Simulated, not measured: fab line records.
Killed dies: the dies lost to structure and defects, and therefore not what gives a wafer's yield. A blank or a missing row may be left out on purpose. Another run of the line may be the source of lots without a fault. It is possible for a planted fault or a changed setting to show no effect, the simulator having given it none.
One fault through the eyes of 2 desks -- flow sky130 -- each desk holds nothing but its own numbers, with what lay behind them at the end

== FOR THE TOOL OWNER'S DESK: pvdSputter-03 ==
The tool's own readings at SKY_METAL1_SPUTTER_01 (material TiN, target thk 20 nm, time 16.7 s): means of the sampled wafers that have a number, for each lot that ran on this tool. The brackets show how far a lot's mean lies from the usual mean; more than 4 standard deviations puts the lot out of limits, marked OUT.
Columns: A = chamberPressurePa at SKY_METAL1_SPUTTER_01, usual 0.4000 Pa; B = throttleValvePct at SKY_METAL1_SPUTTER_01, usual 30.1 %
lot,first seen here,A,B
L434,day 33 08:17,0.3999,29.9
L439,day 34 18:18,0.4011,29.7
L440,day 34 23:59,0.3999,30.4
This desk found nothing out of limits on any of the 3 lots.

== AT THE METROLOGY DESK ==
What the gauges read for every lot (on any tool): the sampled wafers with a number, averaged. The brackets show how far a lot's mean lies from the usual mean; more than 4 standard deviations puts the lot out of limits, marked OUT.
Columns: A = CONTACT_W_RS at SKY_CONTACT_RS_MEAS_25, usual 0.338 ohm/sq; B = CONTACT_W_THK at SKY_CONTACT_THK_MEAS_26, usual 326 nm
lot,first seen here,A,B
L434,day 33 07:50,0.342,324
L439,day 34 17:49,0.342,323
L440,day 34 23:29,0.339,326
L445,day 36 06:08,0.337,334
L446,day 36 14:35,0.337,329
L450,day 37 22:05,0.343,323
This desk found nothing out of limits on any of the 6 lots.

== PUT TOGETHER ==
Nothing out of limits was seen by the tool owner's desk.
From the metrology desk's view, nothing was out of limits.

== WHAT THE SIMULATOR HAD INSERTED ==
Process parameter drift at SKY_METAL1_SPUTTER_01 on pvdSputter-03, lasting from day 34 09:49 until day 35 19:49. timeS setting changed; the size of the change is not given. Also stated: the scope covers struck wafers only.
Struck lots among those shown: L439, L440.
